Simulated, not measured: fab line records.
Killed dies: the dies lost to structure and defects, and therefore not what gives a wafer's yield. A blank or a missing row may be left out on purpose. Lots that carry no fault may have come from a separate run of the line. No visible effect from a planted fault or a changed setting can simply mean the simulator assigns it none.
Matching of chambers    flow gf180mcu    pecvd-03 running GF_V3_CVD_02: 3 sister chambers
The step deposits SiO2 from TEOS, target thk 850 nm, time 94.851 s. 6 wafers are shown with their chamber, then 7 later ones without.

== WAFERS, EACH WITH ITS CHAMBER ==
wafer   chamber  heater-power-w (W)
L777.6  2        634
L778.1  0        654
L781.5  1        720
L781.6  0        554
L783.1  2        643
L783.2  1        700

== WAFERS WITH NO CHAMBER GIVEN ==
wafer   heater-power-w (W)
L783.5  571
L787.1  681
L787.3  621
L787.6  661
L793.3  680
L793.4  503
L793.5  584

== EACH ONE'S CHAMBER ==
wafer   from the rows above           in truth
L783.5  can't be placed: 0 or 2       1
L787.1  can't be placed: 1 or 2 or 0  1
L787.3  can't be placed: 0 or 2 or 1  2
L787.6  can't be placed: 2 or 1 or 0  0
L793.3  can't be placed: 1 or 2 or 0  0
L793.4  can't be placed: 0 or 2       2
L793.5  can't be placed: 0 or 2       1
0 of 7 placed correctly. Can't be placed from these rows: 7 (the true chamber is among the candidates in 5). Number placed wrongly: 0.
How it was worked out, from the rows above alone: a wafer's distance from a chamber is the root of the sum, over the readings, of the square of ((its reading less the chamber's mean) divided by the reading's scatter). The wafer belongs to the nearest chamber; if the next one is less than 2 further off, it can't be placed. The mean given for a chamber averages the wafers shown for that chamber. How the scatter is found: for the shown wafers, subtract from each reading the mean of its chamber, square and add these, divide the total by (wafers less chambers), then take the root.
